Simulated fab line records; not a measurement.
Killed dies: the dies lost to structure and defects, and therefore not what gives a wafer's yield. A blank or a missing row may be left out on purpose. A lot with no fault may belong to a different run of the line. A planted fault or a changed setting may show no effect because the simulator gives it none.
Which of the tools did it? -- flow sky130 -- 36 wafers from 12 lots sampled at 4 of the route's 708 steps

## WHAT THE GAUGES READ, wafer by wafer
SKY_VT_ADJUST_LVTN_TW_MEAS_10. Usual: for VT_ADJUST_LVTN_TW the level is 242.2 and the standard deviation is 1.8.
lot,measured,on,VT_ADJUST_LVTN_TW,flag
L186,day 6 14:50,film metro-04,238.2 238.5 238.8,
L187,day 6 23:26,film metro-01,243.3 242.2 242.4,
L189,day 7 09:53,film metro-03,242.7 242.6 242.2,
L190,day 7 17:14,film metro-01,242.0 242.0 242.4,
L193,day 8 13:08,film metro-03,241.6 241.6 242.3,
L202,day 11 04:47,film metro-04,240.9 241.7 241.4,
L203,day 11 09:44,film metro-01,244.1 242.3 241.5,
L205,day 11 22:44,film metro-01,242.9 242.9 242.8,
L208,day 12 19:16,film metro-01,242.2 241.2 242.0,
L209,day 13 07:23,film metro-01,244.0 242.4 242.8,

## EACH LOT AND THE TOOL THAT RAN IT (in order: tool; ch and the chambers of the sampled wafers; start)
lot,SKY_FIELD_ISO_ETCH_15,SKY_FIELD_ISO_STRIP_16,SKY_FIELD_ISO_CMP_27
L186,"rie diel-01 ch 0,1,3, day 2 04:58","plasma asher-03 ch 0,1, day 2 05:01","cmp-02 ch 0,2,3, day 2 08:22"
L187,"rie diel-02 ch 2,3, day 2 09:41","plasma asher-03 ch 0,1, day 2 09:44","cmp-02 ch 0,1, day 2 13:38"
L189,"rie diel-02 ch 0,1,3, day 2 19:22","plasma asher-02 ch 0,1, day 2 19:25","cmp-01 ch 0,2,3, day 2 22:47"
L190,"rie diel-03 ch 0,2,3, day 3 01:07","plasma asher-03 ch 0,1, day 3 01:10","cmp-02 ch 0,2, day 3 04:34"
L193,"rie diel-03 ch 0,1,3, day 3 16:19","plasma asher-03 ch 0,1, day 3 16:22","cmp-01 ch 0,2,3, day 3 19:55"
L196,"rie diel-03 ch 0,1,3, day 4 09:35","plasma asher-04 ch 0,1, day 4 09:38","cmp-02 ch 2,3, day 4 13:11"
L197,"rie diel-03 ch 2,3, day 4 15:41","plasma asher-02 ch 0,1, day 4 15:46","cmp-01 ch 1,2,3, day 4 20:02"
L202,"rie diel-02 ch 0,1,3, day 5 17:14","plasma asher-04 ch 0,1, day 5 17:21","cmp-02 ch 0,1,3, day 5 21:11"
L203,"rie diel-02 ch 0,2,3, day 5 20:19","plasma asher-03 ch 0,1, day 5 20:22","cmp-02 ch 0,2, day 6 01:05"
L205,"rie diel-02 ch 2,3, day 6 06:05","plasma asher-04 ch 0,1, day 6 06:08","cmp-02 ch 0,2,3, day 6 09:36"
L208,"rie diel-01 ch 2,3, day 6 21:28","plasma asher-03 ch 0,1, day 6 21:34","cmp-01 ch 1,3, day 7 01:42"
L209,"rie diel-03 ch 0,3, day 7 04:03","plasma asher-04 ch 0,1, day 7 04:07","cmp-02 ch 0,1,2, day 7 08:20"
- SKY_FIELD_ISO_ETCH_15: etches the open film in CHF3/O2, stops on Si, target depth 180 nm, time 72 s.
- SKY_FIELD_ISO_STRIP_16: strips in O2/N2.
- SKY_FIELD_ISO_CMP_27: polishes, stops on Si3N4, t overpolish 16 s, target thk 457.8 nm.

## WHAT THE TOOLS THEMSELVES READ (means of the sampled wafers that have a number; where no wafer has one, the mark that the record gives instead)
SKY_FIELD_ISO_ETCH_15. Usual: chamber pressure mTorr 40.00 mTorr, standard deviation 0.034; drypump motor current A 5.9 A, standard deviation 0.45; oes product au 0.942 a.u., standard deviation 0.0075; rf fwd power W 595.6 W, standard deviation 2.2; throttle valve pct 8.842 %, standard deviation 0.01.
lot,tool,chamber pressure mTorr (mTorr),drypump motor current A (A),oes product au (a.u.),rf fwd power W (W),throttle valve pct (%),flag
L186,rie diel-01,39.96,5.8,0.948,597.8,8.840,
L187,rie diel-02,40.00,5.8,0.944,595.8,8.834,
L189,rie diel-02,39.99,5.9,0.941,594.7,8.838,
L190,rie diel-03,39.97,5.8,0.948,593.9,8.842,
L193,rie diel-03,40.03,6.0,0.945,594.5,8.832,
L196,rie diel-03,40.00,6.0,0.767,595.5,8.787,OFF
L197,rie diel-03,40.03,5.9,0.764,592.0,8.793,OFF
L202,rie diel-02,40.01,5.8,0.943,596.4,8.845,
L203,rie diel-02,39.98,6.1,0.944,595.7,8.841,
L205,rie diel-02,39.98,5.8,0.942,596.2,8.833,
L208,rie diel-01,39.97,5.7,0.950,596.7,8.836,
L209,rie diel-03,39.97,5.7,0.938,593.7,8.835,

SKY_FIELD_ISO_STRIP_16. Usual: chamber pressure mTorr 1500.0 mTorr, standard deviation 1.3; drypump motor current A 5.67 A, standard deviation 0.26; o2 flow sccm 2998 sccm, standard deviation 7.9; oes product au 0.378 a.u., standard deviation 0.0044; strip time to endpoint s 3.55 s, standard deviation 0.031.
lot,tool,chamber pressure mTorr (mTorr),drypump motor current A (A),o2 flow sccm (sccm),oes product au (a.u.),strip time to endpoint s (s),flag
L186,plasma asher-03,1500.5,5.49,3000,0.376,3.52,
L187,plasma asher-03,1499.6,5.48,2999,0.376,3.54,
L189,plasma asher-02,1499.4,5.32,3012,0.375,3.58,
L190,plasma asher-03,1501.7,5.63,2993,0.375,3.52,
L193,plasma asher-03,1499.8,5.50,2995,0.375,3.56,
L196,plasma asher-04,1498.6,5.96,2993,0.402,4.20,OFF
L197,plasma asher-02,1500.6,5.36,3007,0.400,4.17,OFF
L202,plasma asher-04,1499.4,5.97,3001,0.380,3.56,
L203,plasma asher-03,1500.2,5.63,2995,0.378,3.54,
L205,plasma asher-04,1500.5,5.96,2995,0.378,3.56,
L208,plasma asher-03,1500.1,5.62,2997,0.376,3.49,
L209,plasma asher-04,1501.0,5.92,3003,0.378,3.51,

SKY_FIELD_ISO_CMP_27. Usual: motor current A 12.3 A, standard deviation 0.98; platen rpm 60.00 rpm, standard deviation 0.039.
lot,tool,motor current A (A),platen rpm (rpm),flag
L186,cmp-02,11.7,60.00,
L187,cmp-02,11.6,60.03,
L189,cmp-01,12.3,60.00,
L190,cmp-02,10.8,60.06,
L193,cmp-01,11.6,60.07,
L196,cmp-02,11.9,60.02,
L197,cmp-01,12.9,59.97,
L202,cmp-02,12.2,60.01,
L203,cmp-02,11.3,59.99,
L205,cmp-02,11.6,60.00,
L208,cmp-01,12.6,60.00,
L209,cmp-02,11.7,60.00,

## THE ANSWER, worked out from the rows above alone
Rule: take the mean of a lot's wafers that have a number; if it is more than 3 standard deviations from the usual mean, the lot is off. Also off: a lot with no number at a reading for which 4 or more lots have one. Any other lot the step has rows for is counted as sound. The gauges are gone through in route order, then the tools' own readings, and for those a lot's mean is taken as printed above. At the first step where some lot is off, the reading lying furthest off is the one used; lots without a number count as furthest.
Off at SKY_FIELD_ISO_ETCH_15 (oes product au): L196, L197.
If a tool, at that step or one of the process steps before it, ran each lot that is off and ran no sound lot following the first of them, it fits. None of those tried fits.

## WHAT THE SIMULATOR HAD INSERTED
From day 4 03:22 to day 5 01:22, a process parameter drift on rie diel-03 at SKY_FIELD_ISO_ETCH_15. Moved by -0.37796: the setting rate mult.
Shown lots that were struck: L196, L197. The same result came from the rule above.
